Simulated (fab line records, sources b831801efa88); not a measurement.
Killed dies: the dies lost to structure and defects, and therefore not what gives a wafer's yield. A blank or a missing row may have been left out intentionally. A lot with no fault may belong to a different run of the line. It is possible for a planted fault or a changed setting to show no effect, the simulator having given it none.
Comparing a struck lot with a sound one || flow sky130 || 23 steps out of a route of 708
Sound: wafers L656.3, L656.4, L656.5. Wafers L659.2, L659.4, L659.6 were the ones struck. Last of all comes the cause.
For every step that has rows: the tool of each side, followed by ch and its chambers, followed by its first start. Under that, the readings that differ: sound wafers || struck wafers || difference of the means || sigmas: that difference in standard deviations of wafers without a fault.
alike: words and numbers the same on both sides, and readings whose means are apart by under 2 such deviations; not compared: readings that were withheld, readings missing a value for some wafer, numbers with overlapping values and no deviation given by the record, and bounds like >300 which may hide the same value.
The two part at a step that has a row with sigmas, a row that says differs or no value, or rows on one side only. Numbers that have no deviation but don't overlap get no sigmas and don't part them. Lack of a reading on every wafer of one side parts them only where that side has two or more wafers.

first, 1 step without rows for these wafers: SKY_CAP2M_DEVELOP_11 (develop time 60 s).
SKY_CAP2M_OVL_MEAS_12:
  struck on overlay-02, day 45 09:45; sound on overlay-01, day 44 18:40
  alike: CAP2M_OVL
SKY_CAP2M_METAL_ETCH_13: etches TiN in Cl2/BCl3, stops on SiO2, target depth 220 nm, time 62.9 s.
  sound on rie_metal-01 ch 0,1, day 44 18:43; struck on rie_metal-03 ch 0,1, day 45 09:47
  alike: drypump_motor_current_A, oes_product_au, throttle_valve_pct
  not compared: rf_hours_counter_h
SKY_CAP2M_STRIP_14: strips in O2/N2.
  sound on plasma_asher-03 ch 0,1, day 44 18:47; struck on plasma_asher-03 ch 1, day 45 09:52
{"reading": "drypump_motor_current_A (A)", "sound": "6.7 5.0 5.0", "struck": "6.7 6.7 6.6", "difference": "+1.1", "sigmas": "+2"}
  alike: oes_product_au, strip_time_to_endpoint_s
  not compared: rf_hours_counter_h
then, 8 steps without rows for these wafers: SKY_CAP2M_STRIP_15 (strips in post etch residue remover, time 1200 s); SKY_CAP2M_CLEAN_16 (cleans in IPA, time 180 s); SKY_CAP2M_CLEAN_17 (cleans in O3/DIW); SKY_METAL4_DEHYDRATE_05 (time 60 s); SKY_METAL4_HMDS_06 (prime time 60 s); SKY_METAL4_COAT_07 (resist thk 60 nm); SKY_METAL4_COAT_08 (resist thk 1140 nm); SKY_METAL4_SOFTBAKE_09 (time 90 s).
SKY_METAL4_EXPOSE_10: exposes mask MM4, target cd 300 nm.
  sound on krf_scanner-01 ch 0, day 45 06:34; struck on krf_scanner-01 ch 0, day 45 21:58
{"reading": "exposure_dose_mJ_cm2", "sound": "28.00 28.00 27.98", "struck": "25.03 25.06 25.05", "difference": -2.95, "sigmas": -92}
  alike: mask
then, 2 steps without rows for these wafers: SKY_METAL4_PEB_11; SKY_METAL4_DEVELOP_12 (develop time 60 s).
SKY_METAL4_CD_MEAS_13: the cd target is 300 nm.
  struck on cd_sem-01, day 46 09:01; sound on cd_sem-02, day 45 18:17
{"reading": "cd_nm (nm)", "sound": "299.2 300.1 299.2", "struck": "318.0 317.3 316.6", "difference": "+17.8", "sigmas": "+12"}
SKY_METAL4_OVL_MEAS_14:
  struck on overlay-02, day 46 09:08; sound on overlay-01, day 45 18:23
  alike: METAL4_OVL
SKY_METAL4_DESCUM_15: chemistry O2, time 8 s.
  sound on rie_metal-04 ch 0,1, day 45 18:25; struck on rie_metal-04 ch 0,1, day 46 09:10
{"reading": "model.METAL4.cd_nm (nm)", "sound": "298.1 300.6 299", "struck": "317 318 315.8", "difference": "+18", "sigmas": ""}
  alike: drypump_motor_current_A, oes_product_au
  not compared: rf_hours_counter_h
SKY_METAL4_ETCH_16: etches BARC in N2/H2, stops on SiO2, time 88.2 s, target depth 60 nm.
  sound on rie_metal-04 ch 0,1, day 45 18:28; struck on rie_metal-04 ch 0,1, day 46 09:11
  alike: drypump_motor_current_A, oes_product_au, throttle_valve_pct
  not compared: rf_hours_counter_h
SKY_METAL4_ETCH_17: etches SiO2 in C4F8/O2/Ar, stops on TiN, time 3.9 s, target depth 15 nm.
  sound on rie_diel-04 ch 1,2, day 45 18:32; struck on rie_diel-04 ch 1,3, day 46 09:17
  alike: oes_product_au
  not compared: rf_hours_counter_h
SKY_METAL4_METAL_ETCH_18: etches the open film in Cl2/BCl3, stops on SiO2, target depth 845 nm, time 183.1 s.
  sound on rie_metal-01 ch 0,1, day 45 18:37; struck on rie_metal-04 ch 0,1, day 46 09:19
{"reading": "model.METAL4.cd_nm (nm)", "sound": "301.5 300.4 298.7", "struck": "320.9 316.8 318.1", "difference": "+18.4", "sigmas": ""}
  alike: drypump_motor_current_A, oes_product_au, throttle_valve_pct
  not compared: rf_hours_counter_h
SKY_METAL4_STRIP_19: strips in O2/N2.
  sound on plasma_asher-02 ch 0,1, day 45 18:46; struck on plasma_asher-04 ch 0,1, day 46 09:29
  alike: drypump_motor_current_A, oes_product_au, strip_time_to_endpoint_s
  not compared: rf_hours_counter_h
-- the record jumps here: 4 days lie between the struck wafers' starts before and after (it left off in module METAL4 and takes up again in module PAD_OPEN, whose first step shown is number 708 of the route) --
SKY_PAD_OPEN_PROBE_99:
  struck on prober-02, day 50 02:14; sound on prober-01, day 49 13:18
{"reading": "model.etest.met4.width_nm (nm)", "sound": "301.5 299.4 297.6", "struck": "318.2 314.8 317.4", "difference": "+17.3", "sigmas": ""}
{"reading": "model.etest.met4.line_ohm_um", "sound": "0.1407 0.1438 0.1428", "struck": "0.1349 0.1354 0.1353", "difference": -0.0072, "sigmas": ""}
  alike: defect_limited_yield, killed_at_M0_to_M3, killed_at_M4_up, killed_at_contacts, killed_at_front_end, killed_at_other, killed_dies, killed_open, killed_short, sort_bin_3_pad_short, sort_bin_5_function, sort_bin_6_memory, sort_n_pass, sort_yield_pct

WHERE THEY PART
At SKY_CAP2M_STRIP_14 first; at SKY_METAL4_CD_MEAS_13 last (within this record only). Later steps at which nothing parts them and some readings are alike: SKY_METAL4_OVL_MEAS_14, SKY_METAL4_DESCUM_15, SKY_METAL4_ETCH_16, SKY_METAL4_ETCH_17, SKY_METAL4_METAL_ETCH_18, SKY_METAL4_STRIP_19, SKY_PAD_OPEN_PROBE_99.

WHY: what the simulator had put in
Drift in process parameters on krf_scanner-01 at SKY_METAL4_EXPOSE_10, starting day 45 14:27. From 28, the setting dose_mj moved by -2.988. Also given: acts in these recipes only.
